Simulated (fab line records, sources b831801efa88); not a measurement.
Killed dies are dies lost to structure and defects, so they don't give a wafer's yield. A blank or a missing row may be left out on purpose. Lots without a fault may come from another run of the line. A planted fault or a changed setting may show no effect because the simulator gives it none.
A struck lot beside a sound one | flow sky130 | 16 steps out of a route of 708
Sound: wafers L529.1, L529.2, L529.3. Struck: wafers L533.4, L533.5, L533.6. The cause comes at the end.
At each step with rows: each side's tool, then ch and its chambers, then its first start. Under that, the readings that differ: sound wafers | struck wafers | difference of the means | sigmas: that difference in standard deviations of wafers without a fault.
alike: readings whose means differ by less than 2 such deviations, and words and numbers that are the same on both sides. not compared: withheld readings, readings that some wafer has no value for, bounds like >300 that may hide the same value, and numbers for which the record gives no deviation and whose values overlap.
The two part at a step that has a row with sigmas, a row that says differs or no value, or rows on one side only. Numbers that don't overlap but have no deviation are shown without sigmas and don't part them. A reading that every wafer of one side lacks parts them only if that side has two wafers or more.

first, 1 step without rows for these wafers: SKY_VT_ADJUST_NCORE_IMPLANT_09.
SKY_VT_ADJUST_NCORE_STRIP_10: strips in O2/N2.
  sound on plasma_asher-01 ch 0,1, day 11 11:02; struck on plasma_asher-02 ch 0,1, day 12 11:38
  alike: drypump_motor_current_A, oes_product_au, strip_time_to_endpoint_s
  not compared: rf_hours_counter_h
SKY_VT_ADJUST_NCORE_TW_MEAS_11:
  sound on film_metro-01, day 11 11:08; struck on film_metro-02, day 12 11:44
  alike: VT_ADJUST_NCORE_TW
then, 7 steps without rows for these wafers: SKY_VT_ADJUST_HVTR_DEHYDRATE_00 (time 60 s); SKY_VT_ADJUST_HVTR_HMDS_01 (prime time 60 s); SKY_VT_ADJUST_HVTR_COAT_02 (resist thk 1140 nm); SKY_VT_ADJUST_HVTR_SOFTBAKE_03 (time 60 s); SKY_VT_ADJUST_HVTR_EXPOSE_04 (exposes mask HVTRM, target cd 380 nm); SKY_VT_ADJUST_HVTR_PEB_05; SKY_VT_ADJUST_HVTR_DEVELOP_06 (develop time 60 s).
SKY_VT_ADJUST_HVTR_CD_MEAS_07: target cd 380 nm.
  sound on cd_sem-01, day 12 11:14; struck on cd_sem-01, day 13 12:09
  reading    | sound             | struck            | difference | sigmas
  cd_nm (nm) | 377.5 380.4 378.8 | 384.3 385.7 383.6 | +5.6       | +2
SKY_VT_ADJUST_HVTR_OVL_MEAS_08:
  sound on overlay-01, day 12 11:22; struck on overlay-02, day 13 12:14
  alike: VT_ADJUST_HVTR_OVL
SKY_VT_ADJUST_HVTR_IMPLANT_09:
  sound on implanter-02 ch 0, day 12 11:23; struck on implanter-02 ch 0, day 13 12:19
  reading            | sound                            | struck                           | difference  | sigmas
  dose_ions_cm2      | 2.1024e+12 2.0999e+12 2.0999e+12 | 1.2842e+12 1.2819e+12 1.2838e+12 | -8.1743e+11 | -99 or more
  faraday_current_uA | 12.14 11.94 11.61                | 7.27 7.20 7.22                   | -4.67       | -20
SKY_VT_ADJUST_HVTR_STRIP_10: strips in O2/N2.
  sound on plasma_asher-04 ch 0,1, day 12 11:32; struck on plasma_asher-02 ch 0,1, day 13 12:26
  alike: drypump_motor_current_A, oes_product_au, strip_time_to_endpoint_s
  not compared: rf_hours_counter_h
SKY_VT_ADJUST_HVTR_TW_MEAS_11:
  sound on film_metro-01, day 12 11:38; struck on film_metro-01, day 13 12:49
  reading           | sound             | struck            | difference | sigmas
  VT_ADJUST_HVTR_TW | 208.1 207.9 208.4 | 183.7 182.2 183.8 | -24.9      | -23
  not compared: hold
-- the record jumps here: 35 days lie between the struck wafers' starts before and after (it left off in module VT_ADJUST_HVTR and takes up again in module PAD_OPEN, whose first step shown is number 708 of the route) --
SKY_PAD_OPEN_PROBE_99:
  sound on prober-01, day 48 04:35; struck on prober-01, day 48 21:04
  reading                                  | sound                   | struck                  | difference | sigmas
  model.etest.pfet_01v8_mvt.drive_ua_um    | 151.9 152.4 153.2       | 138.1 139.6 138.9       | -13.6      |
  model.etest.pfet_01v8_mvt.off_log10_a_um | -10.6 -10.88 -10.68     | -11.93 -11.86 -11.96    | -1.20      |
  model.etest.pfet_01v8_mvt.vt_sat_v (V)   | -0.5808 -0.5831 -0.5833 | -0.6624 -0.6625 -0.6581 | -0.0786    |
  model.etest.pfet_01v8_mvt.vt_v (V)       | -0.6692 -0.6701 -0.6713 | -0.7325 -0.7333 -0.7302 | -0.0618    |
  model.etest.pfet_01v8_mvt.vt_long_v (V)  | -0.8758 -0.8715 -0.8759 | -0.9302 -0.9291 -0.932  | -0.0560    |
  alike: killed_at_M0_to_M3, killed_at_M4_up, killed_at_contacts, killed_at_front_end, killed_at_other, killed_dies, killed_open, killed_short

WHERE THEY PART
First at SKY_VT_ADJUST_HVTR_CD_MEAS_07; last, within this record, at SKY_VT_ADJUST_HVTR_TW_MEAS_11. Later steps at which nothing parts them and some readings are alike: SKY_PAD_OPEN_PROBE_99.

WHY: what the simulator had put in
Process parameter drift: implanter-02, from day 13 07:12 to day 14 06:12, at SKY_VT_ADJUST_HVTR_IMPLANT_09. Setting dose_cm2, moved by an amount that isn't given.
